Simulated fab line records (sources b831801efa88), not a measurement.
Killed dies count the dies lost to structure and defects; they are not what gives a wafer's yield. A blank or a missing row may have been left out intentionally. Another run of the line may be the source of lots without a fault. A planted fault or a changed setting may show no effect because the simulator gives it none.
One fault seen from 2 desks | flow sky130 | every desk sees just its own numbers, and what lay behind them comes last

## FROM THE METROLOGY DESK
Lot by lot, what the gauges showed, no matter which tool ran the lot: averages of those sampled wafers that carry a number. A lot is out of limits, marked OUT, if its mean lies more than 4 standard deviations from the usual mean; the brackets give that distance.
Columns: A = VT_ADJUST_LVTN_01_OVL at SKY_VT_ADJUST_LVTN_OVL_MEAS_18, usual -1.4 nm; B = cdNm at SKY_VT_ADJUST_NCORE_CD_MEAS_07, usual 379.9 nm; C = cdNm at SKY_SONOS_TUNNEL_CD_MEAS_07, usual 408.9 nm; D = SONOS_ONO_OXIDATION_THK at SKY_SONOS_ONO_THK_MEAS_01, usual 2.59 nm
lot  | first seen here | A    | B     | C                | D
L451 | day 7 17:36     | -4.4 | 384.6 | 410.8            | 2.58
L452 | day 7 23:37     | 0.1  | 380.6 | 410.3            | 2.59
L453 | day 8 10:31     | -3.0 | 379.2 | 411.0            | 2.60
L456 | day 9 02:08     | -1.2 | 377.7 | 408.6            | 2.68
L457 | day 9 08:26     | -2.1 | 378.7 | 407.5            | 2.54
L458 | day 9 17:00     | -1.0 | 384.1 | 404.2            | 2.60
L459 | day 10 03:06    | -1.5 | 377.9 | 410.5            | 2.60
L462 | day 10 19:50    | 0.6  | 380.3 | 404.4            | 2.59
L465 | day 11 20:18    | -1.4 | 378.5 | 406.0            | 2.48
L466 | day 11 21:14    | -0.9 | 380.4 | 410.7            | 2.58
L467 | day 12 03:59    | -2.1 | 380.2 | 394.9 (-5.6) OUT | 2.59
L468 | day 12 20:14    | -2.7 | 376.3 | 398.7 (-4.1) OUT | 2.55
L469 | day 12 20:32    | 0.6  | 381.3 | 406.9            | 2.59
Finding of this desk: L467, L468 out of limits; the first was L467 at day 16 12:10, on cdNm at SKY_SONOS_TUNNEL_CD_MEAS_07. Within limits: L451, L452, L453, L456, L457, L458, L459, L462, L465, L466, L469.

## DESK OF THE TOOL OWNER: ilineStepper-01
The tool's own readings at SKY_SONOS_TUNNEL_EXPOSE_04 (exposes mask TUNM, target cd 410 nm): means of the sampled wafers that have a number, for each lot that ran on this tool. A lot is out of limits, marked OUT, if its mean lies more than 4 standard deviations from the usual mean; the brackets give that distance.
Columns: A = exposureDoseMJCm2 at SKY_SONOS_TUNNEL_EXPOSE_04, usual 135.89; B = focusOffsetNm at SKY_SONOS_TUNNEL_EXPOSE_04, usual -0.1 nm; C = reticleTempC at SKY_SONOS_TUNNEL_EXPOSE_04, usual 22.99 C
lot  | first seen here | A                | B    | C
L453 | day 11 17:16    | 135.82           | -0.4 | 23.09
L456 | day 12 09:47    | 135.95           | 0.0  | 22.97
L457 | day 12 17:03    | 135.92           | -0.2 | 23.05
L459 | day 13 15:19    | 135.92           | -0.0 | 22.92
L465 | day 15 13:57    | 135.93           | -0.2 | 22.98
L467 | day 15 22:41    | 129.87 (-43) OUT | -0.7 | 22.90
L468 | day 16 17:15    | 131.12 (-34) OUT | -0.4 | 23.08
Finding of this desk: L467, L468 out of limits; the first was L467 at day 15 22:41, on exposureDoseMJCm2 at SKY_SONOS_TUNNEL_EXPOSE_04. Within limits: L453, L456, L457, L459, L465.

## PUT TOGETHER
At day 15 22:41, on L467, L468, the tool owner's desk was in a position to raise an alarm.
L467, L468 would have let the metrology desk raise an alarm at day 16 12:10.
Every lot named ran SKY_SONOS_TUNNEL_EXPOSE_04 on ilineStepper-01.

## WHAT THE SIMULATOR HAD PUT IN
Process parameters drifting: ilineStepper-01 at SKY_SONOS_TUNNEL_EXPOSE_04, beginning at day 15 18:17. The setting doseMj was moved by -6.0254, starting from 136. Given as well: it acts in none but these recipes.
Shown lots that were struck: L467, L468.
Fault start to first reading out of limits, in hours, per desk: tool owner, 4; metrology, 18.
